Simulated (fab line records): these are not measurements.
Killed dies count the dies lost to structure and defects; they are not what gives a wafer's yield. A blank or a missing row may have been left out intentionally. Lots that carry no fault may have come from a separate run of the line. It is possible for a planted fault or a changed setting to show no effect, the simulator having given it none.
Which tool did it? | flow sky130 | route of 708 steps, sampled at 1 step: 7 lots, 21 wafers

WHAT THE GAUGES SHOWED, per wafer
SKY_METAL1_CD_MEAS_15: target cd 140 nm.
lot  | measured     | on        | cd-nm (nm)
L692 | day 33 16:24 | cd-sem-01 | 140.7 140.9 139.4
L695 | day 35 05:56 | cd-sem-01 | 140.9 139.4 140.0
L698 | day 36 12:55 | cd-sem-01 | 138.4 141.3 139.5
L702 | day 37 00:05 | cd-sem-01 | 140.0 140.5 140.8
L704 | day 37 20:40 | cd-sem-02 | 142.0 141.7 140.4
L707 | day 38 14:19 | cd-sem-01 | 138.9 138.5 140.3
L712 | day 39 21:31 | cd-sem-01 | 139.7 140.4 139.8

EACH LOT AND THE TOOL THAT RAN IT (in order: tool; ch and the chambers of the sampled wafers; start)
No process step before these readings appears in the record.

THE ANSWER, worked out from the rows above alone
Rule: the usual values come from the lots themselves. Put in order of their means at a reading, lots are off if they are a third of the lots or fewer, leave a main group of 4 or more, and stand apart from it by a gap of 3 or more times the standard deviation of the main group's means; of several such gaps the widest counts. A main group is skipped when, at the precision printed for the reading in the tables above, its means are all equal. Also off: a lot with no number at a reading for which 4 or more lots have one. Where the step has rows for the other lots, those lots are counted as sound.
Across all readings shown, no lot is off: no conclusion can be drawn from this.

WHAT WAS PUT IN BY THE SIMULATOR
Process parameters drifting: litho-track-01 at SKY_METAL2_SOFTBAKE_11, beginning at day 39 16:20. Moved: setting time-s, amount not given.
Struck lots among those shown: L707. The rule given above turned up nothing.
